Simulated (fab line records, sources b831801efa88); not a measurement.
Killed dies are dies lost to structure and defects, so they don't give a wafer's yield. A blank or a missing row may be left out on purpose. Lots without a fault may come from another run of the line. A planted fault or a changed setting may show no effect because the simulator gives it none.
fab line records | flow gf180mcu
record lots=5 wafers=15 last_day=34
route steps=602 shown STI@1 DNWELL@32
lots that met no fault: from a run of the same line without faults
start_h: hours from the record's first day to the start of the lot's first wafer shown | wait_h: hours since the lot's step before | " the same as in the row above | L1.1+2: a row that stands for several wafers | - no value, or no start given | * or withheld: withheld | < > ~ a bound
route shown NAME@n: a module of which the file shows steps, and the number in the route of the first | usual: mean/standard deviation of fault-free wafers | same: alike in all rows | chamber/n: place in a boat | sites: the reading at each site | _std_site: their standard deviation | _edge_site: outer sites' mean less inner sites' | radius_mm: how far each site lies from the wafer's centre | mask NAME#n: copy n | behind: the tool/chamber that last shaped the wafer | hold: why the lot was held/for how many hours/how that ended | device: the transistor (n, p or np) that didn't switch | end of line: the same wafers' tests at the end of the route | a step without rows: its recipe alone | killed: dies lost to structure and defects at the first sort, not the wafer's yield | map: a wafer's dies, x killed, . not, _ none there
set.NAME: the setting as run; set.NAME@STEP: as run at that earlier step | model.NAME: the simulator's own value behind a step, which no gauge read
lots at some steps of the route; a table a step, a row a wafer
services: from which hour (start_h, from the record's first day; less than 0 if before it) a tool's chamber was out of use, for how many hours, and why
## steps
# step GF_STI_BOW_MEAS_00
# recipe mode=bow
# usual INCOMING_BOW=0/5.9
# columns lot.wafer tool chamber start_h wait_h INCOMING_BOW[um]
L084.2 film_metro-01 - 60.02 - -7
L084.3 " - " " 3
L084.6 " - " " 13
L088.1 film_metro-03 - 80.00 - 1
L088.2 " - " " -7
L088.4 " - " " -4
L089.2 film_metro-03 - 85.02 - 7
L089.4 " - " " -2
L089.5 " - " " -9
L090.1 film_metro-04 - 90.00 - 12
L090.5 " - " " -4
L090.6 " - " " 7
L095.2 film_metro-01 - 115.02 - 0
L095.5 " - " " -2
L095.6 " - " " 2
# step GF_STI_OXIDATION_01
# recipe temp_c=905.9 ambient=O2 stabilise_s=600 purge_s=300 target_thk_a=100 ox_time_s=1418
# usual ox_temp_c_max=909.4/0.72 spike_tc_bottom_C=921.9/1.6 tube_center_temp_C_max=908.2/0.37 zone_power_top_pct=32.5/1.1
# columns lot.wafer tool chamber start_h wait_h ox_temp_c_max spike_tc_bottom_C tube_center_temp_C_max zone_power_top_pct
L084.2 furnace-02 0 62.85 2.8 909.6 923.1 908.4 31.2
L084.3 " 0 " " 909.0 924.0 908.0 31.5
L084.6 " 0 " " 908.8 922.8 907.8 31.7
L088.1 furnace-01 0 80.12 0.1 909.2 918.0 908.7 33.6
L088.2 " 0 " " 909.2 920.2 908.7 32.9
L088.4 " 0 " " 909.9 919.2 908.5 33.7
L089.2 furnace-02 0 85.95 0.9 909.6 923.6 908.3 31.9
L089.4 " 0 " " 910.3 921.8 908.4 31.9
L089.5 " 0 " " 910.2 924.0 907.6 31.4
L090.1 furnace-02 0 90.64 0.6 910.6 923.1 908.1 31.3
L090.5 " 0 " " 910.2 923.3 908.9 31.8
L090.6 " 0 " " 909.1 923.0 908.0 31.7
L095.2 furnace-02 0 116.78 1.7 909.8 922.1 908.9 31.4
L095.5 " 0 " " 909.9 922.9 908.2 32.3
L095.6 " 0 " " 909.9 922.9 908.7 31.5
# step GF_STI_THK_MEAS_02
# recipe reads=SiO2_of_STI_OXIDATION_01
# usual STI_OXIDATION_THK=10.73/0.18
# columns lot.wafer tool chamber start_h wait_h STI_OXIDATION_THK[nm]
L084.2 film_metro-03 - 64.25 0.0 10.93
L084.3 " - " " 11.12
L084.6 " - " " 10.81
L088.1 film_metro-01 - 81.51 0.0 10.88
L088.2 " - " " 10.79
L088.4 " - " " 10.90
L089.2 film_metro-03 - 87.35 0.0 10.63
L089.4 " - " " 10.39
L089.5 " - " " 10.59
L090.1 film_metro-04 - 92.04 0.0 10.80
L090.5 " - " " 10.78
L090.6 " - " " 10.80
L095.2 film_metro-04 - 118.19 0.0 10.70
L095.5 " - " " 10.72
L095.6 " - " " 10.60
# step GF_STI_CVD_03
# recipe material=Si3N4 precursor=DCS/NH3 target_thk_nm=207.16 temp_c=770 time_s=3551 pressure_mtorr=250
# usual spike_tc_bottom_C=788.1/3 zone_power_top_pct=28.6/2.3
# columns lot.wafer tool chamber start_h wait_h spike_tc_bottom_C zone_power_top_pct
L084.2 lpcvd-02 1 64.30 0.0 785.5 30.1
L084.3 " 1 " " 787.7 30.6
L084.6 " 1 " " 786.0 30.6
L088.1 lpcvd-01 0 81.57 0.1 790.5 24.9
L088.2 " 0 " " 793.0 24.7
L088.4 " 0 " " 791.1 24.7
L089.2 lpcvd-02 1 87.40 0.0 784.9 30.6
L089.4 " 1 " " 785.7 29.9
L089.5 " 1 " " 786.3 30.3
L090.1 lpcvd-01 1 92.10 0.1 786.3 30.1
L090.5 " 1 " " 786.8 29.6
L090.6 " 1 " " 785.4 29.5
L095.2 lpcvd-02 1 118.24 0.0 786.7 30.5
L095.5 " 1 " " 785.2 30.1
L095.6 " 1 " " 785.8 30.4
# step GF_STI_THK_MEAS_04
# recipe reads=Si3N4_of_STI_CVD_03
# usual STI_CVD_03_THK=206.5/2.4
# columns lot.wafer tool chamber start_h wait_h STI_CVD_03_THK[nm]
L084.2 film_metro-04 - 66.30 0.0 208.4
L084.3 " - " " 209.3
L084.6 " - " " 207.8
L088.1 film_metro-01 - 83.56 0.0 205.1
L088.2 " - " " 207.1
L088.4 " - " " 206.7
L089.2 film_metro-03 - 90.39 0.0 208.7
L089.4 " - " " 208.6
L089.5 " - " " 210.1
L090.1 film_metro-01 - 94.08 0.0 202.3
L090.5 " - " " 204.7
L090.6 " - " " 203.4
L095.2 film_metro-03 - 120.23 0.0 205.7
L095.5 " - " " 207.7
L095.6 " - " " 208.2
# step GF_STI_DEHYDRATE_05
# recipe temp_c=200 time_s=60
# columns lot.wafer tool chamber start_h wait_h
L084.2+3+6 litho_track-02 0 72.55 6.2
L088.1+2+4 litho_track-01 0 89.65 6.1
L089.2+4+5 litho_track-02 0 96.80 6.4
L090.1+5+6 litho_track-01 0 100.20 6.1
L095.2+5+6 litho_track-04 0 126.47 6.2
# step GF_STI_HMDS_06
# recipe prime_time_s=60 prime_temp_c=120
# columns lot.wafer tool chamber start_h wait_h
L084.2+3+6 litho_track-02 0 72.70 0.1
L088.1+2+4 litho_track-01 0 89.80 0.1
L089.2+4+5 litho_track-02 0 96.95 0.1
L090.1+5+6 litho_track-01 0 100.35 0.1
L095.2+5+6 litho_track-04 0 126.62 0.1
# step GF_STI_COAT_07
# recipe resist=KrF spin_rpm=withheld resist_thk_nm=700
# columns lot.wafer tool chamber start_h wait_h
L084.2+3+6 litho_track-02 0 72.85 0.1
L088.1+2+4 litho_track-01 0 89.95 0.1
L089.2+4+5 litho_track-02 0 97.10 0.1
L090.1+5+6 litho_track-01 0 100.50 0.1
L095.2+5+6 litho_track-04 0 126.77 0.1
# step GF_STI_SOFTBAKE_08
# recipe temp_c=130.4 time_s=60 resist=KrF
# columns lot.wafer tool chamber start_h wait_h
L084.2+3+6 litho_track-02 0 73.00 0.1
L088.1+2+4 litho_track-01 0 90.10 0.1
L089.2+4+5 litho_track-02 0 97.25 0.1
L090.1+5+6 litho_track-01 0 100.65 0.1
L095.2+5+6 litho_track-04 0 126.92 0.1
# step GF_STI_EXPOSE_09
# recipe mask_id=COMP target_cd_nm=220 na=0.68 source_shape=conventional sigma_outer=0.6 dose_mj=28
# columns lot.wafer tool chamber start_h wait_h mask
L084.2+3+6 krf_scanner-01 0 - - COMP#0
L088.1+2+4 krf_scanner-01 0 - - COMP#0
L089.2+4+5 krf_scanner-01 0 - - COMP#0
L090.1+5+6 krf_scanner-01 0 - - COMP#0
L095.2+5+6 krf_scanner-02 0 - - COMP#0
# step GF_STI_PEB_10
# recipe peb_temp_c=135 peb_time_s=90 resist=KrF
# columns lot.wafer tool chamber start_h wait_h
L084.2+3+6 litho_track-04 0 - -
L088.1+2+4 litho_track-04 0 - -
L089.2+4+5 litho_track-04 0 - -
L090.1+5+6 litho_track-04 0 - -
L095.2+5+6 litho_track-02 0 - -
# step GF_STI_DEVELOP_11
# recipe develop_time_s=60 dev_temp_c=21
# columns lot.wafer tool chamber start_h wait_h
L084.2+3+6 litho_track-04 0 79.87 0.2
L088.1+2+4 litho_track-04 0 96.84 0.2
L089.2+4+5 litho_track-04 0 104.47 0.2
L090.1+5+6 litho_track-04 0 108.09 0.2
L095.2+5+6 litho_track-02 0 134.25 0.2
# step GF_STI_CD_MEAS_12
# recipe target_cd_nm=220
# usual cd_nm=220.1/1.1
# columns lot.wafer tool chamber start_h wait_h cd_nm
L084.2 cd_sem-01 - 80.01 0.1 219.8
L084.3 " - " " 220.2
L084.6 " - " " 220.0
L088.1 cd_sem-02 - 96.99 0.1 219.2
L088.2 " - " " 218.5
L088.4 " - " " 220.1
L089.2 cd_sem-01 - 104.61 0.1 220.1
L089.4 " - " " 220.8
L089.5 " - " " 220.3
L090.1 cd_sem-01 - 108.24 0.1 220.2
L090.5 " - " " 220.3
L090.6 " - " " 219.8
L095.2 cd_sem-01 - 134.39 0.1 220.5
L095.5 " - " " 221.1
L095.6 " - " " 220.6
# step GF_STI_ETCH_13
# recipe chemistry=CHF3/O2 stop_on=Si over_etch_frac=0.3 target_depth_a=2823.1 source_w=600 bias_w=200 pressure_mtorr=40 chf3_flow_sccm=50 O2_flow_sccm=5 time_s=112.9
# usual drypump_motor_current_A=5.7/0.35 oes_product_au=0.832/0.0065 throttle_valve_pct=8.810/0.0095
# columns lot.wafer tool chamber start_h wait_h drypump_motor_current_A oes_product_au rf_hours_counter_h throttle_valve_pct
L084.2 rie_diel-04 3 80.11 0.1 6.0 0.830 145 8.808
L084.3 " 2 " " 5.5 0.841 151 8.821
L084.6 " 1 " " 5.2 0.830 - 8.797
L088.1 rie_diel-04 1 97.11 0.1 5.2 0.827 12 8.794
L088.2 " 2 " " 5.5 0.837 151 8.807
L088.4 " 3 " " 5.9 0.832 146 8.829
L089.2 rie_diel-01 0 104.71 0.1 5.6 0.838 4 8.803
L089.4 " 2 " " 6.5 0.838 85 8.811
L089.5 " 1 " " 5.7 0.841 - 8.814
L090.1 rie_diel-04 2 108.36 0.1 5.4 0.827 152 8.797
L090.5 " 1 " " 5.2 0.824 - 8.820
L090.6 " 0 " " 5.5 0.826 - 8.810
L095.2 rie_diel-01 3 134.49 0.1 6.3 0.834 73 8.809
L095.5 " 1 " " 5.8 0.828 - 8.805
L095.6 " 2 " " 6.5 0.836 - 8.812
# step GF_STI_ETCH_14
# recipe target=Si chemistry=HBr/Cl2/O2 target_depth_nm=360 icp_w=600 bias_w=150 pressure_mtorr=15 HBr_flow_sccm=150 Cl2_flow_sccm=40 O2_flow_sccm=6 time_s=102.9
# usual drypump_motor_current_A=5.5/0.36 oes_product_au=1.002/0.0079 throttle_valve_pct=25.656/0.0096
# columns lot.wafer tool chamber start_h wait_h drypump_motor_current_A oes_product_au rf_hours_counter_h throttle_valve_pct
L084.2 rie_si-02 1 80.19 0.0 5.6 1.005 66 25.647
L084.3 " 3 " " 5.6 1.020 94 25.649
L084.6 " 3 " " 5.6 1.014 - 25.655
L088.1 rie_si-01 1 97.19 0.0 5.4 1.011 1 25.661
L088.2 " 3 " " 5.2 1.011 109 25.627
L088.4 " 1 " " 5.4 1.012 - 25.647
L089.2 rie_si-02 3 104.79 0.0 5.6 1.015 94 25.657
L089.4 " 2 " " 5.3 0.997 130 25.659
L089.5 " 1 " " 5.6 0.997 - 25.649
L090.1 rie_si-02 0 108.44 0.0 6.4 1.003 65 25.673
L090.5 " 3 " " 5.5 1.001 - 25.650
L090.6 " 2 " " 5.3 0.993 - 25.661
L095.2 rie_si-02 0 134.57 0.0 6.4 0.999 66 25.661
L095.5 " 3 " " 5.6 1.006 - 25.658
L095.6 " 0 " " 6.4 0.995 - 25.666
# step GF_STI_STRIP_15
# recipe chemistry=O2/N2 power_w=1400 pressure_mtorr=1500 platen_temp_c=250 o2_flow_sccm=3000 n2_flow_sccm=300 overash_fraction=0.5
# usual drypump_motor_current_A=5.6/0.44 heater_power_w=349/27 oes_product_au=0.383/0.005 strip_time_to_endpoint_s=3.71/0.041
# columns lot.wafer tool chamber start_h wait_h drypump_motor_current_A heater_power_w oes_product_au rf_hours_counter_h strip_time_to_endpoint_s
L084.2 plasma_asher-01 0 80.26 0.0 4.8 334 0.384 42 3.74
L084.3 " 0 " " 4.8 328 0.396 - 3.68
L084.6 " 0 " " 4.8 327 0.385 - 3.69
L088.1 plasma_asher-01 0 97.26 0.0 4.8 334 0.377 43 3.72
L088.2 " 1 " " 5.9 334 0.378 43 3.68
L088.4 " 1 " " 5.9 342 0.384 - 3.74
L089.2 plasma_asher-02 1 104.86 0.0 5.5 366 0.385 46 3.74
L089.4 " 0 " " 6.0 393 0.381 - 3.76
L089.5 " 1 " " 5.5 365 0.388 - 3.78
L090.1 plasma_asher-02 0 108.51 0.0 6.0 406 0.389 46 3.70
L090.5 " 1 " " 5.5 355 0.380 - 3.68
L090.6 " 0 " " 6.0 403 0.378 - 3.71
L095.2 plasma_asher-01 0 134.65 0.0 4.8 326 0.392 48 3.75
L095.5 " 0 " " 4.8 336 0.388 - 3.79
L095.6 " 1 " " 5.9 329 0.390 - 3.79
# step GF_STI_CLEAN_16
# recipe chemistry=dHF time_s=25 dilution=100:1
# columns lot.wafer tool chamber start_h wait_h
L084.2+3+6 wet_bench-02 1 80.36 0.1
L088.1+2+4 wet_bench-02 0 97.36 0.1
L089.2+4+5 wet_bench-02 0 104.96 0.1
L090.1+5+6 wet_bench-02 1 108.61 0.1
L095.2+5+6 wet_bench-02 0 134.75 0.1
# step GF_STI_WET_ETCH_17
# recipe chemistry=H3PO4 target_depth_nm=45 temp_c=160 target=Si3N4 time_s=514
# columns lot.wafer tool chamber start_h wait_h
L084.2+3+6 wet_bench-04 3 80.38 0.0
L088.1+2+4 wet_bench-03 0 97.38 0.0
L089.2+4+5 wet_bench-03 1 104.98 0.0
L090.1+5+6 wet_bench-04 3 108.63 0.0
L095.2+5+6 wet_bench-04 2 134.76 0.0
# step GF_STI_CLEAN_18
# recipe chemistry=SC1/SC2 mix=1:4:20 temp_c=70 time_s=150
# columns lot.wafer tool chamber start_h wait_h
L084.2+3+6 wet_bench-03 3 80.54 0.0
L088.1+2+4 wet_bench-04 3 97.53 0.0
L089.2+4+5 wet_bench-04 1 105.13 0.0
L090.1+5+6 wet_bench-03 1 108.78 0.0
L095.2+5+6 wet_bench-02 3 134.91 0.0
# step GF_STI_CLEAN_19
# recipe chemistry=dHF time_s=20 dilution=100:1
# columns lot.wafer tool chamber start_h wait_h
L084.2+3+6 wet_bench-02 2 80.60 0.0
L088.1+2+4 wet_bench-02 2 97.58 0.0
L089.2+4+5 wet_bench-02 1 105.18 0.0
L090.1+5+6 wet_bench-02 3 108.83 0.0
L095.2+5+6 wet_bench-04 3 134.96 0.0
# step GF_STI_WET_ETCH_20
# recipe chemistry=dHF dilution=100:1 target_depth_nm=20 temp_c=25 dry=ipa_marangoni target=SiO2 time_s=400
# columns lot.wafer tool chamber start_h wait_h
L084.2+3+6 wet_bench-04 2 80.61 0.0
L088.1+2+4 wet_bench-03 2 97.59 0.0
L089.2+4+5 wet_bench-03 1 105.19 0.0
L090.1+5+6 wet_bench-04 0 108.84 0.0
L095.2+5+6 wet_bench-04 1 134.98 0.0
# step GF_STI_OXIDATION_21
# recipe temp_c=1000 ambient=O2 stabilise_s=600 purge_s=300 target_thk_a=150 ox_time_s=458
# usual ox_temp_c_max=1003.9/0.88 spike_tc_bottom_C=1015.9/1.5 tube_center_temp_C_max=1002.5/0.46 zone_power_top_pct=38.5/1.2
# columns lot.wafer tool chamber start_h wait_h ox_temp_c_max spike_tc_bottom_C tube_center_temp_C_max zone_power_top_pct
L084.2 furnace-01 0 81.51 0.8 1003.8 1015.1 1002.6 39.9
L084.3 " 0 " " 1003.6 1013.2 1002.0 39.4
L084.6 " 0 " " 1003.4 1015.2 1002.5 39.6
L088.1 furnace-01 0 97.71 0.0 1003.7 1014.2 1002.5 40.0
L088.2 " 0 " " 1004.0 1013.0 1002.4 39.9
L088.4 " 0 " " 1003.5 1014.9 1003.0 39.6
L089.2 furnace-02 0 107.39 2.1 1003.8 1018.9 1003.4 37.0
L089.4 " 0 " " 1003.9 1016.4 1002.2 37.3
L089.5 " 0 " " 1005.0 1016.4 1002.9 37.1
L090.1 furnace-02 0 111.21 2.2 1004.6 1015.3 1002.2 37.9
L090.5 " 0 " " 1003.7 1018.5 1002.4 36.8
L090.6 " 0 " " 1005.4 1017.6 1003.8 37.7
L095.2 furnace-02 0 135.10 0.0 1004.2 1018.4 1002.2 38.0
L095.5 " 0 " " 1004.2 1016.4 1003.4 36.8
L095.6 " 0 " " 1003.3 1017.1 1003.3 38.2
# step GF_STI_THK_MEAS_22
# recipe reads=SiO2_of_STI_OXIDATION_21
# usual STI_OXIDATION_01_THK=15.05/0.28
# columns lot.wafer tool chamber start_h wait_h STI_OXIDATION_01_THK[nm]
L084.2 film_metro-01 - 82.65 0.0 15.54
L084.3 " - " " 15.65
L084.6 " - " " 15.78
L088.1 film_metro-03 - 98.84 0.0 15.27
L088.2 " - " " 15.07
L088.4 " - " " 15.21
L089.2 film_metro-03 - 108.52 0.0 15.18
L089.4 " - " " 15.01
L089.5 " - " " 15.17
L090.1 film_metro-03 - 112.33 0.0 14.93
L090.5 " - " " 14.79
L090.6 " - " " 14.84
L095.2 film_metro-03 - 136.23 0.0 14.88
L095.5 " - " " 14.81
L095.6 " - " " 14.72
# step GF_STI_CVD_23
# recipe material=SiO2 target_thk_nm=650 sigma_open_frac=0.3 time_s=108.3 temp_c=600 sih4_flow_sccm=60 pressure_mtorr=6
# columns lot.wafer tool chamber start_h wait_h
L084.2+3+6 hdpcvd-02 2,0,1 82.70 0.0
L088.1+2+4 hdpcvd-01 1,2,2 98.90 0.1
L089.2+4+5 hdpcvd-02 1,1,0 108.57 0.0
L090.1+5+6 hdpcvd-02 2,2,0 112.39 0.1
L095.2+5+6 hdpcvd-02 2,0,2 136.28 0.0
# step GF_STI_THK_MEAS_24
# recipe reads=SiO2_of_STI_CVD_23
# usual STI_CVD_23_THK=647/7.9
# columns lot.wafer tool chamber start_h wait_h STI_CVD_23_THK[nm]
L084.2 film_metro-03 - 82.79 0.0 640
L084.3 " - " " 646
L084.6 " - " " 642
L088.1 film_metro-04 - 98.98 0.0 654
L088.2 " - " " 666
L088.4 " - " " 662
L089.2 film_metro-01 - 108.66 0.0 629
L089.4 " - " " 633
L089.5 " - " " 640
L090.1 film_metro-04 - 112.47 0.0 643
L090.5 " - " " 640
L090.6 " - " " 642
L095.2 film_metro-01 - 136.37 0.0 645
L095.5 " - " " 642
L095.6 " - " " 642
# step GF_STI_CMP_25
# recipe stop_on=Si3N4 t_overpolish_s=33 down_force_psi=4 platen_rpm=60 target_thk_nm=524.6 pad_velocity_m_s=0.94248
# usual motor_current_A=12.4/1.3 overpolish_run_s=33.000/0.0085 retaining_ring_pressure_frac=1.000/0.0055 slurry_flow_ml_min=150.0/0.49 time_to_endpoint_s=121/4.2
# columns lot.wafer tool chamber start_h wait_h motor_current_A overpolish_run_s retaining_ring_pressure_frac slurry_flow_ml_min time_to_endpoint_s
L084.2 cmp-01 3 82.84 0.0 12.2 32.985 0.997 150.4 124
L084.3 " 2 " " 11.3 32.998 0.994 150.1 128
L084.6 " 0 " " 14.2 33.001 0.992 149.8 121
L088.1 cmp-02 3 99.04 0.1 11.4 32.992 0.997 149.6 130
L088.4 " 0 " " 12.5 32.994 1.007 149.8 122
L088.2 " 2 " " 15.0 32.987 1.003 149.9 130
L089.2 cmp-02 2 108.71 0.0 15.0 33.005 1.006 150.7 124
L089.4 " 0 " " 13.4 33.007 0.995 150.6 119
L089.5 " 2 " " 14.9 32.990 1.013 150.1 125
L090.1 cmp-01 2 112.63 0.1 11.1 32.998 1.004 150.8 121
L090.6 " 0 " " 13.6 33.002 1.001 150.2 117
L090.5 " 1 " " 12.1 33.002 0.996 149.6 118
L095.2 cmp-02 3 136.57 0.2 10.9 33.010 0.999 150.0 124
L095.5 " 0 " " 12.5 32.997 0.997 150.7 114
L095.6 " 1 " " 11.9 33.007 0.995 149.8 121
# step GF_STI_WET_ETCH_26
# recipe chemistry=dHF target_depth_nm=94 target=SiO2 temp_c=25 dilution=10:1 time_s=188
# columns lot.wafer tool chamber start_h wait_h
L084.2+3+6 wet_bench-04 1 83.14 0.2
L088.1+2+4 wet_bench-04 1 99.34 0.2
L089.2+4+5 wet_bench-02 3 109.01 0.2
L090.1+5+6 wet_bench-04 0 112.83 0.1
L095.2+5+6 wet_bench-04 1 136.72 0.1
# step GF_STI_WET_ETCH_27
# recipe chemistry=H3PO4 target_depth_nm=160 target=Si3N4 temp_c=160 time_s=1825
# columns lot.wafer tool chamber start_h wait_h
L084.2+3+6 wet_bench-02 0 83.20 0.0
L088.1+2+4 wet_bench-02 0 99.40 0.0
L089.2+4+5 wet_bench-02 1 109.07 0.0
L090.1+5+6 wet_bench-03 2 112.89 0.0
L095.2+5+6 wet_bench-03 2 136.78 0.0
# step GF_STI_WET_ETCH_28
# recipe chemistry=dHF target_depth_nm=20 dry=ipa_marangoni target=SiO2 temp_c=25 dilution=10:1 time_s=40
# columns lot.wafer tool chamber start_h wait_h
L084.2+3+6 wet_bench-04 1 83.72 0.0
L088.1+2+4 wet_bench-03 2 99.91 0.0
L089.2+4+5 wet_bench-02 0 109.59 0.0
L090.1+5+6 wet_bench-02 2 113.41 0.0
L095.2+5+6 wet_bench-02 3 137.81 0.0
# step GF_STI_OXIDATION_29
# recipe temp_c=900 ambient=O2 stabilise_s=600 purge_s=300 target_thk_a=100 ox_time_s=1418
# usual ox_temp_c_max=903.5/0.75 spike_tc_bottom_C=916.1/1.6 tube_center_temp_C_max=902.2/0.38 zone_power_top_pct=32.2/1.1
# columns lot.wafer tool chamber start_h wait_h ox_temp_c_max spike_tc_bottom_C tube_center_temp_C_max zone_power_top_pct
L084.2 furnace-01 0 84.09 0.3 902.2 914.6 902.5 33.4
L084.3 " 0 " " 902.5 914.5 902.5 33.0
L084.6 " 0 " " 903.1 914.4 902.8 33.2
L088.1 furnace-02 0 99.93 0.0 904.4 918.2 901.8 31.4
L088.2 " 0 " " 903.9 917.3 902.3 31.0
L088.4 " 0 " " 904.7 917.3 902.1 31.2
L089.2 furnace-02 0 113.89 4.3 903.5 917.5 901.9 31.2
L089.4 " 0 " " 903.8 919.0 901.6 31.1
L089.5 " 0 " " 903.8 916.6 902.3 31.2
L090.1 furnace-02 0 113.89 0.5 904.0 918.4 901.6 31.4
L090.5 " 0 " " 903.9 918.3 902.3 31.4
L090.6 " 0 " " 905.2 915.6 901.8 31.8
L095.2 furnace-02 0 137.83 0.0 905.4 917.1 902.2 31.0
L095.5 " 0 " " 903.5 915.7 902.7 30.8
L095.6 " 0 " " 905.0 918.8 902.2 30.7
# step GF_STI_THK_MEAS_30
# recipe reads=SiO2_of_STI_OXIDATION_29
# usual STI_OXIDATION_02_THK=10.01/0.19
# columns lot.wafer tool chamber start_h wait_h STI_OXIDATION_02_THK[nm]
L084.2 film_metro-01 - 85.49 0.0 10.29
L084.3 " - " " 10.02
L084.6 " - " " 10.35
L088.1 film_metro-01 - 101.33 0.0 9.81
L088.2 " - " " 9.67
L088.4 " - " " 9.97
L090.1 film_metro-01 - 115.28 0.0 9.98
L090.5 " - " " 10.01
L090.6 " - " " 10.19
L089.2 film_metro-03 - 115.29 0.0 9.80
L089.4 " - " " 10.01
L089.5 " - " " 10.00
L095.2 film_metro-01 - 139.24 0.0 9.94
L095.5 " - " " 9.95
L095.6 " - " " 9.76
# step GF_DNWELL_DEHYDRATE_00
# recipe temp_c=200 time_s=60
# columns lot.wafer tool chamber start_h wait_h
L084.2+3+6 litho_track-03 0 92.09 6.6
L088.1+2+4 litho_track-02 0 107.98 6.6
L090.1+5+6 litho_track-03 0 121.81 6.5
L089.2+4+5 litho_track-02 0 122.10 6.8
L095.2+5+6 litho_track-02 0 146.30 7.1
# step GF_DNWELL_HMDS_01
# recipe prime_time_s=60 prime_temp_c=120
# columns lot.wafer tool chamber start_h wait_h
L084.2+3+6 litho_track-03 0 92.24 0.1
L088.1+2+4 litho_track-02 0 108.13 0.1
L090.1+5+6 litho_track-03 0 121.96 0.1
L089.2+4+5 litho_track-02 0 122.25 0.1
L095.2+5+6 litho_track-02 0 146.45 0.1
# step GF_DNWELL_COAT_02
# recipe spin_rpm=2000 resist_thk_nm=3043
# usual spin_speed_rpm=2000.1/1.4
# columns lot.wafer tool chamber start_h wait_h spin_speed_rpm
L084.2 litho_track-03 0 92.39 0.1 2000.6
L084.3 " 0 " " 1999.9
L084.6 " 0 " " 2000.4
L088.1 litho_track-02 0 108.28 0.1 2000.9
L088.2 " 0 " " 1998.6
L088.4 " 0 " " 2001.3
L090.1 litho_track-03 0 122.11 0.1 2000.4
L090.5 " 0 " " 2000.6
L090.6 " 0 " " 1999.9
L089.2 litho_track-02 0 122.40 0.1 2001.0
L089.4 " 0 " " 2000.1
L089.5 " 0 " " 1999.4
L095.2 litho_track-02 0 146.60 0.1 2001.2
L095.5 " 0 " " 2002.8
L095.6 " 0 " " 1999.8
# step GF_DNWELL_SOFTBAKE_03
# recipe temp_c=110 time_s=withheld
# columns lot.wafer tool chamber start_h wait_h
L084.2+3+6 litho_track-03 0 92.55 0.1
L088.1+2+4 litho_track-02 0 108.43 0.1
L090.1+5+6 litho_track-03 0 122.26 0.1
L089.2+4+5 litho_track-02 0 122.56 0.1
L095.2+5+6 litho_track-02 0 146.76 0.1
# step GF_DNWELL_EXPOSE_04
# recipe mask_id=DNWELL target_cd_nm=1700 na=0.6 source_shape=conventional sigma_outer=0.6 dose_mj=260
# columns lot.wafer tool chamber start_h wait_h mask
L084.2+3+6 iline_stepper-01 0 - - DNWELL#0
L088.1+2+4 iline_stepper-02 0 - - DNWELL#0
L090.1+5+6 iline_stepper-01 0 - - DNWELL#0
L089.2+4+5 iline_stepper-01 0 - - DNWELL#0
L095.2+5+6 iline_stepper-02 0 - - DNWELL#0
# step GF_DNWELL_PEB_05
# recipe temp_c=115 time_s=withheld
# columns lot.wafer tool chamber start_h wait_h
L084.2+3+6 litho_track-03 0 - -
L088.1+2+4 litho_track-03 0 - -
L090.1+5+6 litho_track-02 0 - -
L089.2+4+5 litho_track-02 0 - -
L095.2+5+6 litho_track-02 0 - -
# step GF_DNWELL_DEVELOP_06
# recipe wall_angle_deg=90 develop_time_s=60 dev_temp_c=23
# columns lot.wafer tool chamber start_h wait_h
L084.2+3+6 litho_track-03 0 - -
L088.1+2+4 litho_track-03 0 - -
L090.1+5+6 litho_track-02 0 - -
L089.2+4+5 litho_track-02 0 - -
L095.2+5+6 litho_track-02 0 - -
# step GF_DNWELL_IMPLANT_07
# recipe species=P energy_kev=1500 dose_cm2=1e+13 tilt_deg=0
# usual dose_ions_cm2=1e+13/1.3e+10
# columns lot.wafer tool chamber start_h wait_h dose_ions_cm2
L084.2 implanter-01 0 99.69 - 9.993e+12
L084.3 " 0 " " 9.973e+12
L084.6 " 0 " " 1.001e+13
L088.1 implanter-01 0 115.71 - 1.0017e+13
L088.2 " 0 " " 1.0014e+13
L088.4 " 0 " " 1.0032e+13
L090.1 implanter-01 0 129.67 - 1.0002e+13
L090.5 " 0 " " 9.997e+12
L090.6 " 0 " " 9.995e+12
L089.2 implanter-04 0 130.05 - 1.0004e+13
L089.4 " 0 " " 9.996e+12
L089.5 " 0 " " 1.0003e+13
L095.2 implanter-01 0 155.10 - 1.0012e+13
L095.5 " 0 " " 9.998e+12
L095.6 " 0 " " 1e+13
# step GF_DNWELL_STRIP_08
# recipe chemistry=O2/N2 power_w=1400 pressure_mtorr=1500 platen_temp_c=250 o2_flow_sccm=3000 n2_flow_sccm=300 overash_fraction=0.5
# usual drypump_motor_current_A=5.69/0.17 heater_power_w=365/27 oes_product_au=0.722/0.0043 strip_time_to_endpoint_s=37.45/0.082
# columns lot.wafer tool chamber start_h wait_h drypump_motor_current_A heater_power_w oes_product_au rf_hours_counter_h strip_time_to_endpoint_s
L084.2 plasma_asher-04 1 99.82 0.1 5.76 330 0.725 43 37.59
L084.3 " 0 " " 5.81 348 0.723 - 37.46
L084.6 " 0 " " 5.83 345 0.726 - 37.51
L088.1 plasma_asher-04 0 115.86 0.1 5.83 349 0.719 45 37.40
L088.2 " 1 " " 5.75 330 0.722 45 37.37
L088.4 " 0 " " 5.82 350 0.721 - 37.46
L090.1 plasma_asher-04 1 129.82 0.1 5.72 331 0.719 46 37.35
L090.5 " 0 " " 5.82 347 0.718 - 37.35
L090.6 " 1 " " 5.74 324 0.719 - 37.53
L089.2 plasma_asher-02 1 130.17 0.1 5.49 352 0.718 1 37.52
L089.4 " 1 " " 5.47 349 0.716 - 37.48
L089.5 " 1 " " 5.50 342 0.729 - 37.50
L095.2 plasma_asher-03 1 155.22 0.1 5.67 354 0.718 37 37.35
L095.5 " 1 " " 5.64 343 0.721 - 37.34
L095.6 " 0 " " 5.58 395 0.729 - 37.40
## services
# columns tool chamber start_h hours kind
krf_scanner-01 - 42.51 0.8 pm
wet_bench-04 - 46.66 1.9 pm
cmp-01 - 47.63 2.3 repair
plasma_asher-01 - 48.47 0.8 repair
furnace-01 - 48.66 11.9 repair
rie_diel-04 3 53.35 2.7 repair
cmp-02 - 64.12 4.0 pm
cmp-01 - 76.80 5.7 pm
lpcvd-02 - 77.67 0.9 repair
cmp-01 - 84.18 0.8 repair
implanter-01 - 84.19 3.8 repair
iline_stepper-02 - 93.64 1.7 pm
furnace-01 - 103.01 4.3 pm
hdpcvd-02 1 103.11 4.0 repair
plasma_asher-02 - 108.75 9.0 pm
plasma_asher-04 - 111.14 4.3 pm
rie_diel-04 - 116.31 0.9 repair
krf_scanner-01 - 117.86 3.6 pm
rie_diel-04 0 118.25 8.5 repair
implanter-01 - 120.24 1.1 repair
cmp-02 - 131.90 3.6 pm
rie_diel-04 1 134.13 2.0 repair
wet_bench-02 - 134.96 1.9 pm
krf_scanner-01 - 146.59 0.5 repair
## key
fault none
